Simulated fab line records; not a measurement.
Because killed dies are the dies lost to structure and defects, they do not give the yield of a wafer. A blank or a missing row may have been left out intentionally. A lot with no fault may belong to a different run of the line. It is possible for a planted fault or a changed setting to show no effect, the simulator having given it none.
fab line records	flow sky130
record lots=13	wafers=39	lastDay=50
route steps=708 shown FIELD_ISO@24 NWELL@67 VT_ADJUST_LVTN@107
lots that met no fault: from a run of the same line without faults
startH: start of the lot's first displayed wafer, in hours after the record's first day	waitH: how many hours have passed since the lot's step before this one	" unchanged from the row above	L1.1+2: one row covering several wafers at once	- no value, or no start given	* or withheld: withheld	< > ~ a bound
route shown NAME@n: a module of which the file shows steps, and the number in the route of the first	usual: mean/standard deviation of fault-free wafers	same: alike in all rows	chamber/n: place in a boat	sites: the reading at each site	_std_site: their standard deviation	_edge_site: the outer-site mean with the inner-site mean subtracted	radiusMm: how far each site lies from the wafer's centre	mask NAME#n: copy n	behind: the last tool/chamber to shape the wafer	hold: what put the lot on hold/how long, in hours/how the hold closed	device: the transistor (n, p or np) that didn't switch	end of line: the same wafers' tests at the end of the route	step lacking rows: just its recipe	killed: at the first sort, the dies lost to defects and structure; wafer yield is something else	map: dies across one wafer; x = killed, . = not, _ = none there
set.NAME: the run value of the setting; set.NAME@STEP: its run value at that earlier step	model.NAME: the simulator's own value behind a step, which no gauge read
the route's steps for a sample of lots (tables are steps, rows are wafers)
services: the hour from which a tool's chamber was out of use, counted from the record's first day as startH (under 0 if before that day), plus the number of hours and why
## steps
# step SKY_FIELD_ISO_THK_MEAS_23
# recipe reads=SiO2_of_FIELD_ISO_OXIDATION_22
# usual FIELD_ISO_OXIDATION_01_THK=9.92/0.17
lot.wafer	tool	chamber	startH	waitH	FIELD_ISO_OXIDATION_01_THK[nm]
L216.1	filmMetro-03	-	29.66	0.0	9.69
L216.4	"	-	"	"	9.74
L216.6	"	-	"	"	9.75
L218.1	filmMetro-01	-	40.26	0.0	9.67
L218.2	"	-	"	"	9.97
L218.4	"	-	"	"	9.74
L219.4	filmMetro-01	-	46.66	0.0	10.07
L219.5	"	-	"	"	10.07
L219.6	"	-	"	"	10.10
L220.4	filmMetro-02	-	52.71	0.0	9.89
L220.5	"	-	"	"	10.04
L220.6	"	-	"	"	9.93
L221.1	filmMetro-03	-	59.05	0.0	9.66
L221.2	"	-	"	"	9.66
L221.6	"	-	"	"	9.74
L222.3	filmMetro-02	-	61.93	0.0	10.42
L222.4	"	-	"	"	10.08
L222.5	"	-	"	"	9.93
L223.1	filmMetro-01	-	68.19	0.0	10.12
L223.3	"	-	"	"	9.98
L223.5	"	-	"	"	10.13
L224.1	filmMetro-02	-	70.71	0.0	9.96
L224.4	"	-	"	"	10.14
L224.5	"	-	"	"	10.06
L228.2	filmMetro-02	-	94.28	0.0	10.01
L228.4	"	-	"	"	9.87
L228.6	"	-	"	"	9.81
L230.2	filmMetro-01	-	103.22	0.0	9.69
L230.3	"	-	"	"	9.79
L230.4	"	-	"	"	9.58
L233.3	filmMetro-01	-	120.41	0.0	9.91
L233.5	"	-	"	"	10.02
L233.6	"	-	"	"	10.08
L236.1	filmMetro-01	-	135.07	0.0	9.91
L236.2	"	-	"	"	9.76
L236.3	"	-	"	"	9.88
L239.1	filmMetro-01	-	153.05	0.0	10.11
L239.4	"	-	"	"	9.89
L239.6	"	-	"	"	9.91
# step SKY_NWELL_STRIP_14
# recipe chemistry=O2/N2	powerW=1400	pressureMtorr=1500	platenTempC=withheld	o2FlowSccm=3000	n2FlowSccm=300	overashFraction=0.5
# usual drypumpMotorCurrentA=5.7/0.64	oesProductAu=0.721/0.0041	stripTimeToEndpointS=36.92/0.11
lot.wafer	tool	chamber	startH	waitH	drypumpMotorCurrentA	oesProductAu	rfHoursCounterH	stripTimeToEndpointS
L216.1	plasmaAsher-04	1	78.57	0.1	5.3	0.720	26	36.93
L216.4	"	0	"	"	6.8	0.720	-	37.08
L216.6	"	0	"	"	6.8	0.719	-	37.01
L218.1	plasmaAsher-01	0	91.56	0.1	5.2	0.730	41	36.78
L218.2	"	1	"	"	5.5	0.722	41	36.75
L218.4	"	0	"	"	5.2	0.724	-	36.77
L219.4	plasmaAsher-04	1	99.09	0.1	5.3	0.726	-	36.77
L219.5	"	0	"	"	6.8	0.726	-	36.82
L219.6	"	1	"	"	5.3	0.722	-	36.88
L220.4	plasmaAsher-04	1	107.54	0.1	5.2	0.720	-	36.91
L220.5	"	1	"	"	5.2	0.717	-	36.78
L220.6	"	0	"	"	6.8	0.719	-	36.79
L221.1	plasmaAsher-01	0	112.26	0.1	5.2	0.725	43	36.72
L221.2	"	1	"	"	5.5	0.718	43	36.73
L221.6	"	1	"	"	5.5	0.726	-	36.79
L222.3	plasmaAsher-03	0	120.04	0.1	5.8	0.719	-	37.07
L222.4	"	1	"	"	5.3	0.723	-	36.87
L222.5	"	0	"	"	5.8	0.715	-	36.93
L223.1	plasmaAsher-04	1	125.77	0.1	5.3	0.720	31	36.91
L223.3	"	0	"	"	6.8	0.720	-	36.91
L223.5	"	0	"	"	6.8	0.724	-	36.98
L224.1	plasmaAsher-04	0	128.02	0.1	6.8	0.718	31	36.98
L224.4	"	1	"	"	5.3	0.720	-	36.89
L224.5	"	0	"	"	6.8	0.715	-	36.88
L228.2	plasmaAsher-03	1	159.22	0.1	5.3	0.717	46	36.98
L228.4	"	1	"	"	5.3	0.723	-	37.00
L228.6	"	0	"	"	5.8	0.720	-	36.94
L230.2	plasmaAsher-04	1	165.99	0.1	5.3	0.731	35	36.84
L230.3	"	0	"	"	6.8	0.729	-	36.81
L230.4	"	1	"	"	5.3	0.725	-	36.83
L233.3	plasmaAsher-04	1	186.45	0.1	5.3	0.725	-	37.06
L233.5	"	1	"	"	5.3	0.719	-	36.88
L233.6	"	0	"	"	6.8	0.728	-	36.82
L236.1	plasmaAsher-03	0	204.51	0.1	5.8	0.731	50	37.06
L236.2	"	1	"	"	5.3	0.726	50	37.03
L236.3	"	0	"	"	5.8	0.729	-	37.14
L239.1	plasmaAsher-01	1	223.07	0.2	5.5	0.720	54	36.90
L239.4	"	1	"	"	5.5	0.724	-	36.90
L239.6	"	0	"	"	5.2	0.725	-	36.96
# step SKY_NWELL_IMPLANT_24
# recipe species=B	energyKev=140	doseCm2=9.2e+12	tiltDeg=withheld
lot.wafer	tool	chamber	startH	waitH
L216.1+4+6	implanter-01	0	95.92	0.0
L218.1+2+4	implanter-03	0	109.27	0.0
L219.4+5+6	implanter-01	0	117.64	0.1
L220.4+5+6	implanter-01	0	125.78	0.1
L221.1+2+6	implanter-02	0	130.67	0.0
L222.3+4+5	implanter-03	0	139.92	0.1
L223.1+3+5	implanter-03	0	144.91	0.0
L224.1+4+5	implanter-01	0	147.37	0.0
L228.2+4+6	implanter-02	0	180.29	0.0
L230.2+3+4	implanter-01	0	186.08	0.0
L233.3+5+6	implanter-01	0	209.02	0.1
L233.3+5+6	implanter-01	0	209.33	0.3
L236.1+2+3	implanter-01	0	228.12	0.0
L236.1+2+3	implanter-01	0	228.44	0.3
L239.1+4+6	implanter-01	0	246.42	0.0
# step SKY_NWELL_TW_MEAS_26
# usual NWELL_2_TW=489/3.1
lot.wafer	tool	chamber	startH	waitH	NWELL_2_TW
L216.1	filmMetro-04	-	96.26	0.2	490
L216.4	"	-	"	"	490
L216.6	"	-	"	"	491
L218.1	filmMetro-04	-	109.52	0.1	490
L218.2	"	-	"	"	491
L218.4	"	-	"	"	489
L219.4	filmMetro-02	-	117.85	0.1	495
L219.5	"	-	"	"	493
L219.6	"	-	"	"	494
L220.4	filmMetro-04	-	125.99	0.1	490
L220.5	"	-	"	"	492
L220.6	"	-	"	"	494
L221.1	filmMetro-04	-	130.92	0.1	491
L221.2	"	-	"	"	490
L221.6	"	-	"	"	493
L222.3	filmMetro-01	-	140.14	0.1	485
L222.4	"	-	"	"	489
L222.5	"	-	"	"	484
L223.1	filmMetro-04	-	145.16	0.1	488
L223.3	"	-	"	"	488
L223.5	"	-	"	"	488
L224.1	filmMetro-02	-	147.62	0.1	493
L224.4	"	-	"	"	491
L224.5	"	-	"	"	491
L228.2	filmMetro-04	-	180.53	0.1	490
L228.4	"	-	"	"	488
L228.6	"	-	"	"	486
L230.2	filmMetro-01	-	186.32	0.1	487
L230.3	"	-	"	"	487
L230.4	"	-	"	"	486
L233.3	filmMetro-01	-	209.59	0.1	604
L233.5	"	-	"	"	603
L233.6	"	-	"	"	606
L236.1	filmMetro-01	-	228.69	0.1	603
L236.2	"	-	"	"	602
L236.3	"	-	"	"	606
L239.1	filmMetro-02	-	246.67	0.1	496
L239.4	"	-	"	"	492
L239.6	"	-	"	"	494
# step SKY_VT_ADJUST_LVTN_TW_MEAS_10
# usual VT_ADJUST_LVTN_TW=239.3/1.8
lot.wafer	tool	chamber	startH	waitH	VT_ADJUST_LVTN_TW
L216.1	filmMetro-03	-	133.86	0.1	240.3
L216.4	"	-	"	"	241.1
L216.6	"	-	"	"	241.4
L218.1	filmMetro-04	-	149.21	0.1	238.1
L218.2	"	-	"	"	237.4
L218.4	"	-	"	"	237.2
L219.4	filmMetro-04	-	158.19	0.1	239.3
L219.5	"	-	"	"	236.4
L219.6	"	-	"	"	237.2
L220.4	filmMetro-04	-	165.79	0.1	238.5
L220.5	"	-	"	"	237.0
L220.6	"	-	"	"	237.1
L221.1	filmMetro-03	-	172.66	0.1	236.9
L221.2	"	-	"	"	238.0
L221.6	"	-	"	"	238.6
L222.3	filmMetro-03	-	182.78	0.1	237.6
L222.4	"	-	"	"	238.6
L222.5	"	-	"	"	238.7
L223.1	filmMetro-02	-	187.11	0.1	241.0
L223.3	"	-	"	"	240.0
L223.5	"	-	"	"	239.9
L224.1	filmMetro-04	-	190.81	0.1	237.2
L224.4	"	-	"	"	237.9
L224.5	"	-	"	"	237.5
L228.2	filmMetro-02	-	227.52	0.1	239.0
L228.4	"	-	"	"	240.0
L228.6	"	-	"	"	240.5
L230.2	filmMetro-03	-	232.17	0.1	240.0
L230.3	"	-	"	"	239.1
L230.4	"	-	"	"	238.7
L233.3	filmMetro-03	-	256.28	0.1	238.5
L233.5	"	-	"	"	238.7
L233.6	"	-	"	"	239.5
L236.1	filmMetro-03	-	275.81	0.1	240.1
L236.2	"	-	"	"	239.6
L236.3	"	-	"	"	238.9
L239.1	filmMetro-03	-	296.76	0.1	236.3
L239.4	"	-	"	"	237.4
L239.6	"	-	"	"	236.3
## services
tool	chamber	startH	hours	kind
implanter-02	-	66.49	4.9	repair
plasmaAsher-04	-	69.01	2.2	repair
implanter-03	-	88.95	2.8	pm
plasmaAsher-01	-	174.19	0.6	repair
plasmaAsher-01	-	181.33	2.8	repair
implanter-01	-	201.98	3.2	repair
implanter-02	-	223.18	4.6	repair
implanter-03	-	240.83	5.8	repair
## key
firstSign step=SKY_NWELL_IMPLANT_24	reading=visit	direction=added
effect step=SKY_NWELL_TW_MEAS_26	reading=NWELL_2_TW	direction=up	sigmas=37	usual=489	struck=604
metAt SKY_NWELL_IMPLANT_24
struckLots L233,L236
testerLeftOut L233,L236
notActingAt SKY_FIELD_ISO_THK_MEAS_23,SKY_NWELL_STRIP_14,SKY_VT_ADJUST_LVTN_TW_MEAS_10
fault kind=repeatedStepWhole	tool=implanter-01,implanter-02,implanter-03	chamber=-	onsetH=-	steps=SKY_NWELL_IMPLANT_24	times=1	scope=struckLotsOnly
# testerLeftOut: of these lots the tester's yield and bins aren't shown, on N5 and GAA mostly nor the transistor test; their killed dies are dies lost to structure and defects alone, not to doping, threshold or leakage, so they don't give the yield
